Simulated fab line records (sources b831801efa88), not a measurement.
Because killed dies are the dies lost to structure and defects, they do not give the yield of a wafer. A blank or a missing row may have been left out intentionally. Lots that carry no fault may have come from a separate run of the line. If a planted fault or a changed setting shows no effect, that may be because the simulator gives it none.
A sampling plan put to the test / flow sky130 / 45 faults told of in these records, all on one fab line, each judged by the records of the lots it struck
Plan = the line's own looks (route steps where a gauge or an inspection reads the wafer without altering it). Where struck wafers have a number at a look and the file lists that look's usual mean and standard deviation on fault-free wafers, the look can be judged. Caught: at a look after the fault's first step, the mean of the struck wafers lies 4 or more of those standard deviations (sigma) from the usual mean. On the tool: here the same test is run on the tool's own readings at the fault's steps. A different recipe on the struck wafers counts as caught too, as does a record blank only for those wafers.

== THE FAULTS, as the simulator had put them in ==
1. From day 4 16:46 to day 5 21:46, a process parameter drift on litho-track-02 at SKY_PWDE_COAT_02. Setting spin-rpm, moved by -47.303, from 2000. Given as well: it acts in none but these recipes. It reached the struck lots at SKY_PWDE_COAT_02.
2. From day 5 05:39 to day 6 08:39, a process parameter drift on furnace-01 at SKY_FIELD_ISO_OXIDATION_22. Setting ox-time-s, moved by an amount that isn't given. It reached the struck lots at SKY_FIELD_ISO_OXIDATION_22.
3. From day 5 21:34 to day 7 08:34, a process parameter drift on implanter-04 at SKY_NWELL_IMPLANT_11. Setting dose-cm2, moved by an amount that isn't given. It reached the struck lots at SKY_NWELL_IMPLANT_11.
4. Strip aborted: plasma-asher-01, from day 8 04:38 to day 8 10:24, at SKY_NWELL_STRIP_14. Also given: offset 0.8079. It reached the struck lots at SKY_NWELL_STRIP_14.
5. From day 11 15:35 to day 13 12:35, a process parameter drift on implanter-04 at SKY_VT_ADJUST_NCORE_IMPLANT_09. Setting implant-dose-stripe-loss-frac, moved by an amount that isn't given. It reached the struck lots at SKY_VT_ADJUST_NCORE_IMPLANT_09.
6. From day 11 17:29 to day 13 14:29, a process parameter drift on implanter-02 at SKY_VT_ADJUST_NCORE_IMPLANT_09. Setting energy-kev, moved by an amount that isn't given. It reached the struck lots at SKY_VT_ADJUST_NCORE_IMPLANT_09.
7. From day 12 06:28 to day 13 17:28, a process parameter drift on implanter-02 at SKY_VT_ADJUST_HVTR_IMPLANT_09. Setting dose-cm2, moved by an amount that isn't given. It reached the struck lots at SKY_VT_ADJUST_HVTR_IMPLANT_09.
8. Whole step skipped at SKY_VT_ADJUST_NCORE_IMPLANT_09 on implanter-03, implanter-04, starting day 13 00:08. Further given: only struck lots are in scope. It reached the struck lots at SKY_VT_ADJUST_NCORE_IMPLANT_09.
9. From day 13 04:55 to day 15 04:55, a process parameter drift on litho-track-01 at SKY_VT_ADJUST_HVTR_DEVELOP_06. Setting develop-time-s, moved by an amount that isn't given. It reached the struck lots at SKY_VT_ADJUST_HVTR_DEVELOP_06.
10. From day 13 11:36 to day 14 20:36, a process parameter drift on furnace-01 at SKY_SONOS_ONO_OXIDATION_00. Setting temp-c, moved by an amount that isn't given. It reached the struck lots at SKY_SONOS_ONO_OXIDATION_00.
11. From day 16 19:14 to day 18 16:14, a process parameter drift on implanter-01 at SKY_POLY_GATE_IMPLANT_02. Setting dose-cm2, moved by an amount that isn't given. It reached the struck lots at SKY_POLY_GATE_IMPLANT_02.
12. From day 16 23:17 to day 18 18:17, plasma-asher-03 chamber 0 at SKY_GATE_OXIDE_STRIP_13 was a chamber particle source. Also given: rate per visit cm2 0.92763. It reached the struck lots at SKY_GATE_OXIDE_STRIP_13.
13. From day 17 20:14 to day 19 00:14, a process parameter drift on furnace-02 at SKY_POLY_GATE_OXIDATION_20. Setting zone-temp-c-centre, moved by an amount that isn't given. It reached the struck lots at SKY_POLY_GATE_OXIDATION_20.
14. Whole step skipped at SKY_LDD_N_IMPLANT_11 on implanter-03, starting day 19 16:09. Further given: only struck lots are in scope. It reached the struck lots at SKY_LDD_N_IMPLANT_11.
15. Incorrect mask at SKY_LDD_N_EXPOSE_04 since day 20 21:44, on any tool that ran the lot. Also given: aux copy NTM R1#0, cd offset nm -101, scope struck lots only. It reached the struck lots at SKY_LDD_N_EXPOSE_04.
16. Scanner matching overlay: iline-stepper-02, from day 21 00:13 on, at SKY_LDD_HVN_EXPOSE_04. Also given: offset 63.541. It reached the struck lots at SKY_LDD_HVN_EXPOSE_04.
17. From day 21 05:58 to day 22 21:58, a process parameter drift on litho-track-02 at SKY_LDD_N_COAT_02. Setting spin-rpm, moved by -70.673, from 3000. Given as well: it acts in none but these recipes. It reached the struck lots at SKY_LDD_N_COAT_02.
18. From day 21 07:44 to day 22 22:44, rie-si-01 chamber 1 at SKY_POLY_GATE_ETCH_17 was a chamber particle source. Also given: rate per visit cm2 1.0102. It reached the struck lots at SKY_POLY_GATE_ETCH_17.
19. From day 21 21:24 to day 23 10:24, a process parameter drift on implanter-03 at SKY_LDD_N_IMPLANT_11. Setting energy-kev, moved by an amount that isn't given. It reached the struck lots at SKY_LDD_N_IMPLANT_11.
20. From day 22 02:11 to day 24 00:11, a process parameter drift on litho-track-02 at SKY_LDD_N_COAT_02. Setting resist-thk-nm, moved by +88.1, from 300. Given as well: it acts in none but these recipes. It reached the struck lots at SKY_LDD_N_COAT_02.
21. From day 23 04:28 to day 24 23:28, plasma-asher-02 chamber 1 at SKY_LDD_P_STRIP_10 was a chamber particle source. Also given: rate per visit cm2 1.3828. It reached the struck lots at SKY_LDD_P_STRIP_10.
22. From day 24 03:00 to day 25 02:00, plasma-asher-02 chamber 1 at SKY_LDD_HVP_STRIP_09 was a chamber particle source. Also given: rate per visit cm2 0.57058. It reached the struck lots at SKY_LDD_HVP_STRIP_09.
23. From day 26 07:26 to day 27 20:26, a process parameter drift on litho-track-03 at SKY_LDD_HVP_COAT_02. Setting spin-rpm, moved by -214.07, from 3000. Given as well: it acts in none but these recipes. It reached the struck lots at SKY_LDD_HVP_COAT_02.
24. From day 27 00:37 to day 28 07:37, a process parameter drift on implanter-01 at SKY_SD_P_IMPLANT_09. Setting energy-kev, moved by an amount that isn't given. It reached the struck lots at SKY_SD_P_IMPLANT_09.
25. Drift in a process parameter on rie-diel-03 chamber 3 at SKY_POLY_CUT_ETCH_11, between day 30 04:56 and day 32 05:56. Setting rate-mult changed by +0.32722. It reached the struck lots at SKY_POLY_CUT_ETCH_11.
26. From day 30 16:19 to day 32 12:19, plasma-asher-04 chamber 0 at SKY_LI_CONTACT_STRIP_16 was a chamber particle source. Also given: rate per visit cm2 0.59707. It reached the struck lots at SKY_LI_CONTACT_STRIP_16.
27. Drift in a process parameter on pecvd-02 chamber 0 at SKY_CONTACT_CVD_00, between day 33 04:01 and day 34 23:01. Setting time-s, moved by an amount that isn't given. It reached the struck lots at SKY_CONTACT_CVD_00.
28. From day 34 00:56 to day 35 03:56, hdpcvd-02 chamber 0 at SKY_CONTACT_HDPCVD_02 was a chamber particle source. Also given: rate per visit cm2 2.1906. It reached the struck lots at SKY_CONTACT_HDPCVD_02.
29. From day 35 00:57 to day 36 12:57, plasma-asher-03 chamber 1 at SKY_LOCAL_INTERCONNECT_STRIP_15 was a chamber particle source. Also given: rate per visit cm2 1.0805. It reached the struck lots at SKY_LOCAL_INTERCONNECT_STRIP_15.
30. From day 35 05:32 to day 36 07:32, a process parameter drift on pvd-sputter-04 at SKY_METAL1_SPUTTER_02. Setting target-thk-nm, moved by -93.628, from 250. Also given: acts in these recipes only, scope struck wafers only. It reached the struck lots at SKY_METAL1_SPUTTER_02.
31. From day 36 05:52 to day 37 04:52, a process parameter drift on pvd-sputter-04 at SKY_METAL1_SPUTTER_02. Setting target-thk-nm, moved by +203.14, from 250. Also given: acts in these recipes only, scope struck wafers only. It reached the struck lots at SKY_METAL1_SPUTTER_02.
32. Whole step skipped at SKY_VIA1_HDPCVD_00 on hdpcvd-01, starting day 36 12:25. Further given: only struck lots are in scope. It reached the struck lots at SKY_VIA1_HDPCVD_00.
33. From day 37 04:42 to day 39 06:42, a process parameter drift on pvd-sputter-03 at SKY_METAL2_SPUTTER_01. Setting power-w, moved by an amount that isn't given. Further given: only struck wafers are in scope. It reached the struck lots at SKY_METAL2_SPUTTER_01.
34. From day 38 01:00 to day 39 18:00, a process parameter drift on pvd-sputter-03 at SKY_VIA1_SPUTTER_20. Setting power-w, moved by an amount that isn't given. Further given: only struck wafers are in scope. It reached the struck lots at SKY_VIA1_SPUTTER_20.
35. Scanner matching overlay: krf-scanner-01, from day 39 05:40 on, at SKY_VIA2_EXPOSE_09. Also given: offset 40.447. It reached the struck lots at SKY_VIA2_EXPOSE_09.
36. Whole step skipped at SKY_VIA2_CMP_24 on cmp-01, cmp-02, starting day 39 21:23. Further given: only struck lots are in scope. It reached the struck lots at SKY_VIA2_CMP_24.
37. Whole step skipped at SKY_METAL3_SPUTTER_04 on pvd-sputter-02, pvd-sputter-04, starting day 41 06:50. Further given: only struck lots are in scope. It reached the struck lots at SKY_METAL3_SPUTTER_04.
38. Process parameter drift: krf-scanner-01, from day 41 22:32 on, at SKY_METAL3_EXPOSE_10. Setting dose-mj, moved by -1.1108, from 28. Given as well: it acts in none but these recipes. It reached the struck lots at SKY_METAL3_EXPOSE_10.
39. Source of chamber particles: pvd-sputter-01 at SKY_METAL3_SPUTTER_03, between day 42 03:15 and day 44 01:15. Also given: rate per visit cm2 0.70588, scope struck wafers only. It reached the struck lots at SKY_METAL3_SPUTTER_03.
40. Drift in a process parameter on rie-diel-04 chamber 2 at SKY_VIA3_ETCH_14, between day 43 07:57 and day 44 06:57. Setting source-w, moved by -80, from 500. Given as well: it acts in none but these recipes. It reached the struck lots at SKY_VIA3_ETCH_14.
41. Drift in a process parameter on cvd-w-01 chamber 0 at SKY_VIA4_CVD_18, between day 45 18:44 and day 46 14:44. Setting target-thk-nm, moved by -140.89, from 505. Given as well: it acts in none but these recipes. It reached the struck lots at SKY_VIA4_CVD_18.
42. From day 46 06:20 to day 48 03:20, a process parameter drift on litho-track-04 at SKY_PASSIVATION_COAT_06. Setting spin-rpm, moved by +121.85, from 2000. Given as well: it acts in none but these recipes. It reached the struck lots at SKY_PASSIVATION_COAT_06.
43. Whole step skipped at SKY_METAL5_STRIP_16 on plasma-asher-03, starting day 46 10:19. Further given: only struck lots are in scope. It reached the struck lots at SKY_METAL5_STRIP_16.
44. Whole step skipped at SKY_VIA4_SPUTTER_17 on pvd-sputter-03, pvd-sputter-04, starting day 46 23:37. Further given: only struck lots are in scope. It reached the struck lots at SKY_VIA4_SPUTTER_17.
45. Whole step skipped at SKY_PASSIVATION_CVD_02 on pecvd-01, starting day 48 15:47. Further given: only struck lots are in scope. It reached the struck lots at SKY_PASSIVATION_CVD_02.

== WHAT THE PLAN SAW ==
fault=1; on the tool itself=spin-speed-rpm -29 sigma; first look that catches it=no look after it can be judged; reading, sigma=-; median hours from its first step to that look=-; hours from the fault's start to the first struck lot there=-; judged looks passed uncaught=0
fault=2; on the tool itself=under 2 sigma; first look that catches it=SKY_FIELD_ISO_THK_MEAS_23; reading, sigma=FIELD_ISO_OXIDATION_01_THK -31; median hours from its first step to that look=1.2; hours from the fault's start to the first struck lot there=3; judged looks passed uncaught=0
fault=3; on the tool itself=dose-ions-cm2 +41 sigma; first look that catches it=SKY_NWELL_RS_MEAS_29; reading, sigma=NWELL_RS -6.8; median hours from its first step to that look=20.1; hours from the fault's start to the first struck lot there=26; judged looks passed uncaught=1
fault=4; on the tool itself=oes-product-au +45 sigma; first look that catches it=SKY_NWELL_TW_MEAS_26; reading, sigma=NWELL_2_TW -99 or beyond; median hours from its first step to that look=21.6; hours from the fault's start to the first struck lot there=27; judged looks passed uncaught=0
fault=5; on the tool itself=under 2 sigma; first look that catches it=none of the 6 looks that can be judged after it; reading, sigma=-; median hours from its first step to that look=-; hours from the fault's start to the first struck lot there=-; judged looks passed uncaught=6
fault=6; on the tool itself=beam-energy-keV -89 sigma; first look that catches it=no look after it can be judged; reading, sigma=-; median hours from its first step to that look=-; hours from the fault's start to the first struck lot there=-; judged looks passed uncaught=0
fault=7; on the tool itself=dose-ions-cm2 -99 or beyond sigma; first look that catches it=SKY_VT_ADJUST_HVTR_TW_MEAS_11; reading, sigma=VT_ADJUST_HVTR_TW -25; median hours from its first step to that look=0.2; hours from the fault's start to the first struck lot there=17; judged looks passed uncaught=0
fault=8; on the tool itself=the tool's record is blank for the struck wafers; first look that catches it=SKY_VT_ADJUST_NCORE_TW_MEAS_11; reading, sigma=VT_ADJUST_NCORE_TW -99 or beyond; median hours from its first step to that look=0.2; hours from the fault's start to the first struck lot there=7; judged looks passed uncaught=0
fault=9; on the tool itself=no reading that can be judged; first look that catches it=SKY_VT_ADJUST_HVTR_CD_MEAS_07; reading, sigma=cd-nm -49; median hours from its first step to that look=0.2; hours from the fault's start to the first struck lot there=6; judged looks passed uncaught=0
fault=10; on the tool itself=tube-center-temp-C -99 or beyond sigma; first look that catches it=SKY_SONOS_ONO_THK_MEAS_01; reading, sigma=SONOS_ONO_OXIDATION_THK -13; median hours from its first step to that look=1.3; hours from the fault's start to the first struck lot there=7; judged looks passed uncaught=0
fault=11; on the tool itself=dose-ions-cm2 +99 or beyond sigma; first look that catches it=no look after it can be judged; reading, sigma=-; median hours from its first step to that look=-; hours from the fault's start to the first struck lot there=-; judged looks passed uncaught=0
fault=12; on the tool itself=under 2 sigma; first look that catches it=no look after it can be judged; reading, sigma=-; median hours from its first step to that look=-; hours from the fault's start to the first struck lot there=-; judged looks passed uncaught=0
fault=13; on the tool itself=spike-tc-centre-C +19 sigma; first look that catches it=none of the 2 looks that can be judged after it; reading, sigma=strongest: POLY_GATE_OXIDATION_THK at SKY_POLY_GATE_THK_MEAS_21, +3.0; median hours from its first step to that look=-; hours from the fault's start to the first struck lot there=-; judged looks passed uncaught=2
fault=14; on the tool itself=the tool's record is blank for the struck wafers; first look that catches it=SKY_LDD_N_TW_MEAS_17; reading, sigma=LDD_N_TW -8.9; median hours from its first step to that look=0.8; hours from the fault's start to the first struck lot there=8; judged looks passed uncaught=0
fault=15; on the tool itself=under 2 sigma; first look that catches it=not the one look that can be judged after it; reading, sigma=-; median hours from its first step to that look=-; hours from the fault's start to the first struck lot there=-; judged looks passed uncaught=1
fault=16; on the tool itself=no reading that can be judged; first look that catches it=SKY_LDD_HVN_OVL_MEAS_07; reading, sigma=LDD_HVN_OVL +48; median hours from its first step to that look=14.8; hours from the fault's start to the first struck lot there=22; judged looks passed uncaught=0
fault=17; on the tool itself=spin-speed-rpm -35 sigma; first look that catches it=not the one look that can be judged after it; reading, sigma=-; median hours from its first step to that look=-; hours from the fault's start to the first struck lot there=-; judged looks passed uncaught=1
fault=18; on the tool itself=under 2 sigma; first look that catches it=no look after it can be judged; reading, sigma=-; median hours from its first step to that look=-; hours from the fault's start to the first struck lot there=-; judged looks passed uncaught=0
fault=19; on the tool itself=beam-energy-keV -99 or beyond sigma; first look that catches it=no look after it can be judged; reading, sigma=-; median hours from its first step to that look=-; hours from the fault's start to the first struck lot there=-; judged looks passed uncaught=0
fault=20; on the tool itself=no reading that can be judged; first look that catches it=none of the 2 looks that can be judged after it; reading, sigma=-; median hours from its first step to that look=-; hours from the fault's start to the first struck lot there=-; judged looks passed uncaught=2
fault=21; on the tool itself=under 2 sigma; first look that catches it=none of the 2 looks that can be judged after it; reading, sigma=-; median hours from its first step to that look=-; hours from the fault's start to the first struck lot there=-; judged looks passed uncaught=2
fault=22; on the tool itself=under 2 sigma; first look that catches it=no look after it can be judged; reading, sigma=-; median hours from its first step to that look=-; hours from the fault's start to the first struck lot there=-; judged looks passed uncaught=0
fault=23; on the tool itself=spin-speed-rpm -99 or beyond sigma; first look that catches it=not the one look that can be judged after it; reading, sigma=-; median hours from its first step to that look=-; hours from the fault's start to the first struck lot there=-; judged looks passed uncaught=1
fault=24; on the tool itself=beam-energy-keV +99 or beyond sigma; first look that catches it=SKY_SD_P_TW_MEAS_11; reading, sigma=SD_P_TW +21; median hours from its first step to that look=0.2; hours from the fault's start to the first struck lot there=0; judged looks passed uncaught=0
fault=25; on the tool itself=under 2 sigma; first look that catches it=no look after it can be judged; reading, sigma=-; median hours from its first step to that look=-; hours from the fault's start to the first struck lot there=-; judged looks passed uncaught=0
fault=26; on the tool itself=under 2 sigma; first look that catches it=not the one look that can be judged after it; reading, sigma=-; median hours from its first step to that look=-; hours from the fault's start to the first struck lot there=-; judged looks passed uncaught=1
fault=27; on the tool itself=under 2 sigma; first look that catches it=SKY_CONTACT_THK_MEAS_01; reading, sigma=CONTACT_CVD_00_THK -18; median hours from its first step to that look=0.0; hours from the fault's start to the first struck lot there=19; judged looks passed uncaught=0
fault=28; on the tool itself=no reading that can be judged; first look that catches it=not the one look that can be judged after it; reading, sigma=-; median hours from its first step to that look=-; hours from the fault's start to the first struck lot there=-; judged looks passed uncaught=1
fault=29; on the tool itself=under 2 sigma; first look that catches it=none of the 2 looks that can be judged after it; reading, sigma=-; median hours from its first step to that look=-; hours from the fault's start to the first struck lot there=-; judged looks passed uncaught=2
fault=30; on the tool itself=under 2 sigma; first look that catches it=SKY_METAL1_RS_MEAS_05; reading, sigma=METAL1_ALCU_RS +54; median hours from its first step to that look=0.1; hours from the fault's start to the first struck lot there=12; judged looks passed uncaught=0
fault=31; on the tool itself=under 2 sigma; first look that catches it=SKY_METAL1_RS_MEAS_05; reading, sigma=METAL1_ALCU_RS -41; median hours from its first step to that look=0.1; hours from the fault's start to the first struck lot there=10; judged looks passed uncaught=0
fault=32; on the tool itself=the tool's record is blank for the struck wafers; first look that catches it=not the one look that can be judged after it; reading, sigma=-; median hours from its first step to that look=-; hours from the fault's start to the first struck lot there=-; judged looks passed uncaught=1
fault=33; on the tool itself=cathode-dc-power-W -99 or beyond sigma; first look that catches it=no look after it can be judged; reading, sigma=-; median hours from its first step to that look=-; hours from the fault's start to the first struck lot there=-; judged looks passed uncaught=0
fault=34; on the tool itself=cathode-dc-power-W -99 or beyond sigma; first look that catches it=no look after it can be judged; reading, sigma=-; median hours from its first step to that look=-; hours from the fault's start to the first struck lot there=-; judged looks passed uncaught=0
fault=35; on the tool itself=no reading that can be judged; first look that catches it=SKY_VIA2_OVL_MEAS_13; reading, sigma=VIA2_OVL +6.8; median hours from its first step to that look=12.4; hours from the fault's start to the first struck lot there=25; judged looks passed uncaught=0
fault=36; on the tool itself=the tool's record is blank for the struck wafers; first look that catches it=no look after it can be judged; reading, sigma=-; median hours from its first step to that look=-; hours from the fault's start to the first struck lot there=-; judged looks passed uncaught=0
fault=37; on the tool itself=the tool's record is blank for the struck wafers; first look that catches it=not the one look that can be judged after it; reading, sigma=-; median hours from its first step to that look=-; hours from the fault's start to the first struck lot there=-; judged looks passed uncaught=1
fault=38; on the tool itself=exposure-dose-mJ-cm2 -31 sigma; first look that catches it=SKY_METAL3_CD_MEAS_13; reading, sigma=cd-nm +4.1; median hours from its first step to that look=11.1; hours from the fault's start to the first struck lot there=16; judged looks passed uncaught=0
fault=39; on the tool itself=under 2 sigma; first look that catches it=none of the 2 looks that can be judged after it; reading, sigma=-; median hours from its first step to that look=-; hours from the fault's start to the first struck lot there=-; judged looks passed uncaught=2
fault=40; on the tool itself=rf-fwd-power-W -39 sigma; first look that catches it=none of the 2 looks that can be judged after it; reading, sigma=-; median hours from its first step to that look=-; hours from the fault's start to the first struck lot there=-; judged looks passed uncaught=2
fault=41; on the tool itself=under 2 sigma; first look that catches it=SKY_VIA4_RS_MEAS_19; reading, sigma=VIA4_W_RS +29; median hours from its first step to that look=0.2; hours from the fault's start to the first struck lot there=9; judged looks passed uncaught=0
fault=42; on the tool itself=spin-speed-rpm +86 sigma; first look that catches it=no look after it can be judged; reading, sigma=-; median hours from its first step to that look=-; hours from the fault's start to the first struck lot there=-; judged looks passed uncaught=0
fault=43; on the tool itself=no reading that can be judged; first look that catches it=no look after it can be judged; reading, sigma=-; median hours from its first step to that look=-; hours from the fault's start to the first struck lot there=-; judged looks passed uncaught=0
fault=44; on the tool itself=the tool's record is blank for the struck wafers; first look that catches it=no look after it can be judged; reading, sigma=-; median hours from its first step to that look=-; hours from the fault's start to the first struck lot there=-; judged looks passed uncaught=0
fault=45; on the tool itself=the tool's record is blank for the struck wafers; first look that catches it=no look after it can be judged; reading, sigma=-; median hours from its first step to that look=-; hours from the fault's start to the first struck lot there=-; judged looks passed uncaught=0
A dash: this means the fault isn't caught or the number doesn't appear in these records.

Caught at a look: 16 of 45. Caught on the tool: 24 of 45. By one or the other: 32 of 45.
On the tool alone, faults 1, 6, 11, 13, 17, 19, 23, 32, 33, 34, 36, 37, 40, 42, 44, 45 were caught.
Caught at a look alone: faults 2, 9, 16, 27, 30, 31, 35, 41.
Caught by neither: faults 5, 12, 15, 18, 20, 21, 22, 25, 26, 28, 29, 39, 43.

== THINNER SAMPLING ==
If the look that catches a fault measured only every second or every third lot, by lot number, the first struck lot would be measured this late in the worst case:
fault=2; struck lots at that look, in order of time=L831, L834; every lot=3 h; every second lot=23 h; every third lot=may miss all 2
fault=3; struck lots at that look, in order of time=L226, L227; every lot=26 h; every second lot=34 h; every third lot=may miss all 2
fault=4; struck lots at that look, in order of time=L216; every lot=27 h; every second lot=may miss it; every third lot=may miss it
fault=7; struck lots at that look, in order of time=L695, L697; every lot=17 h; every second lot=may miss all 2; every third lot=may miss all 2
fault=8; struck lots at that look, in order of time=L624, L625; every lot=7 h; every second lot=17 h; every third lot=may miss all 2
fault=9; struck lots at that look, in order of time=L100, L101; every lot=6 h; every second lot=12 h; every third lot=may miss all 2
fault=10; struck lots at that look, in order of time=L503, L504; every lot=7 h; every second lot=15 h; every third lot=may miss all 2
fault=14; struck lots at that look, in order of time=L178, L179; every lot=8 h; every second lot=39 h; every third lot=may miss all 2
fault=16; struck lots at that look, in order of time=L806, L810, L812; every lot=22 h; every second lot=may miss all 3; every third lot=may miss all 3
fault=24; struck lots at that look, in order of time=L100, L101, L102; every lot=0 h; every second lot=0 h; every third lot=14 h
fault=27; struck lots at that look, in order of time=L575, L578; every lot=19 h; every second lot=43 h; every third lot=may miss all 2
fault=30; struck lots at that look, in order of time=L256; every lot=12 h; every second lot=may miss it; every third lot=may miss it
fault=31; struck lots at that look, in order of time=L973, L974; every lot=10 h; every second lot=18 h; every third lot=may miss all 2
fault=35; struck lots at that look, in order of time=L587, L590; every lot=25 h; every second lot=44 h; every third lot=may miss all 2
fault=38; struck lots at that look, in order of time=L989, L991, L992; every lot=16 h; every second lot=33 h; every third lot=may miss all 3
fault=41; struck lots at that look, in order of time=L899, L900; every lot=9 h; every second lot=11 h; every third lot=may miss all 2
The hour figures run from when the fault began to the first measured lot among those it struck. The test against the limit of 4 sigma pooled every struck wafer, which means one lot taken alone may stay below that limit. Other struck lots may not be in these records.

== THE LONGEST TIMED WAY FROM STEP TO LOOK ==
In fault 4, a median of 21.6 hours elapses between SKY_NWELL_STRIP_14 and SKY_NWELL_TW_MEAS_26. No look between them can be judged.
